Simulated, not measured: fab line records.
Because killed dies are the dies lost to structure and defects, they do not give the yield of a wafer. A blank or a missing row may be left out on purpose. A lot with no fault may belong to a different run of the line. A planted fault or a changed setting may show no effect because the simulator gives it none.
Which of the tools did it?	flow sky130	36 wafers from 12 lots sampled at 3 of the route's 708 steps

## WHAT THE GAUGES READ, wafer by wafer
SKY_METAL2_OVL_MEAS_16. Usual: for METAL2_OVL the level is 1 nm and the standard deviation is 5.8.
lot	measured	on	METAL2_OVL (nm)	flag
L239	day 35 07:27	overlay-02	1 9 3	
L241	day 36 08:58	overlay-01	-6 -4 -6	
L240	day 36 09:55	overlay-02	-6 -4 -6	
L244	day 36 22:37	overlay-02	7 8 6	
L245	day 36 23:19	overlay-02	5 6 6	
L246	day 37 16:06	overlay-02	-5 -6 -4	
L247	day 38 06:23	overlay-02	-2 -7 -6	
L249	day 38 10:37	overlay-01	-2 -6 -12	
L250	day 39 04:22	overlay-02	-5 9 0	
L252	day 39 10:34	overlay-02	8 5 9	
L256	day 40 13:22	overlay-01	6 6 9	
L257	day 40 23:56	overlay-01	15 9 8	

## WHAT TOOL EACH LOT RAN ON (gives the tool, then ch and the chambers of the sampled wafers, and finally the start)
lot	SKY_METAL2_SPUTTER_03	SKY_METAL2_SOFTBAKE_11
L239	pvd sputter-03, day 34 04:47	litho track-02 ch 0, day 34 18:00
L241	pvd sputter-02, day 35 06:38	litho track-04 ch 0, day 35 19:00
L240	pvd sputter-03, day 35 07:11	litho track-03 ch 0, day 35 20:00
L244	pvd sputter-03, day 35 20:19	litho track-04 ch 0, day 36 09:00
L245	pvd sputter-04, day 35 20:57	litho track-04 ch 0, day 36 10:00
L246	pvd sputter-02, day 36 13:56	litho track-02 ch 0, day 37 02:00
L247	pvd sputter-04, day 37 04:07	litho track-02 ch 0, day 37 17:00
L249	pvd sputter-02, day 37 08:41	litho track-02 ch 0, day 37 21:00
L250	pvd sputter-04, day 38 03:02	litho track-02 ch 0, day 38 15:00
L252	pvd sputter-02, day 38 08:58	litho track-04 ch 0, day 38 22:00
L256	pvd sputter-02, day 39 12:11	litho track-04 ch 0, day 40 01:00
L257	pvd sputter-04, day 39 22:52	litho track-04 ch 0, day 40 11:00
- SKY_METAL2_SPUTTER_03: material Ti, target thk 5 nm, time 3.3 s.
- SKY_METAL2_SOFTBAKE_11: time 90 s.

## AS READ BY THE TOOLS THEMSELVES (means over the sampled wafers that have a number; for cases with no such wafer, the mark the record gives instead)
SKY_METAL2_SPUTTER_03. Usual: throttle valve pct reads 29.4 % (standard deviation 0.88).
lot	tool	throttle valve pct (%)	flag
L239	pvd sputter-03	29.4	
L241	pvd sputter-02	28.6	
L240	pvd sputter-03	29.4	
L244	pvd sputter-03	29.5	
L245	pvd sputter-04	30.1	
L246	pvd sputter-02	28.8	
L247	pvd sputter-04	29.1	
L249	pvd sputter-02	29.3	
L250	pvd sputter-04	29.6	
L252	pvd sputter-02	29.3	
L256	pvd sputter-02	28.9	
L257	pvd sputter-04	30.0	

SKY_METAL2_SOFTBAKE_11. Usual: exhaust pa 45.0 Pa, standard deviation 0.95; heater power total W 57.36 W, standard deviation 0.11; run length s 119.08 s, standard deviation 0.16.
lot	tool	exhaust pa (Pa)	heater power total W (W)	run length s (s)	flag
L239	litho track-02	44.9	57.41	119.14	
L241	litho track-04	46.3	57.41	118.94	
L240	litho track-03	44.7	57.31	119.27	
L244	litho track-04	45.1	57.34	119.05	
L245	litho track-04	45.2	57.38	118.97	
L246	litho track-02	44.4	57.34	119.13	
L247	litho track-02	44.8	57.43	119.03	
L249	litho track-02	45.2	57.24	119.03	
L250	litho track-02	44.4	57.37	119.05	
L252	litho track-04	43.4	57.27	119.05	
L256	litho track-04	44.5	57.96	116.05	OFF
L257	litho track-04	44.3	58.10	116.14	OFF

## THE ANSWER, worked out from the rows above alone
Rule: take the mean of a lot's wafers that have a number; if it is more than 3 standard deviations from the usual mean, the lot is off. A lot without any number at a reading at which 4 lots or more have one is off too. Any other lot the step has rows for is counted as sound. Order of review: gauges by route order, followed by the tools' own readings, for which a lot's mean as printed above is used. At the first step where some lot is off, the reading lying furthest off is the one used; lots without a number count as furthest.
Off at SKY_METAL2_SOFTBAKE_11 (run length s): L256, L257.
If a tool, at that step or one of the process steps before it, ran each lot that is off and ran no sound lot following the first of them, it fits. One fits: SKY_METAL2_SOFTBAKE_11 on litho track-04. A fault onset in the window from L252 (day 38 22:00, its last sound lot) to L256 (day 40 01:00, its first lot off) fits.
The tool's own readings at SKY_METAL2_SOFTBAKE_11 bear it out: on the lots that are off they differ by more than 5 times the standard deviation of the sound lots' means. heater power total W reads 58.03 W there against 57.35 W on the sound lots; run length s reads 116.09 s there against 119.07 s on the sound lots.

## WHAT THE SIMULATOR HAD INSERTED
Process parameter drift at SKY_METAL2_SOFTBAKE_11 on litho track-04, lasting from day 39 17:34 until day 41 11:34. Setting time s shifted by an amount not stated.
Struck lots among those shown: L256, L257. The rule given above showed the same thing.
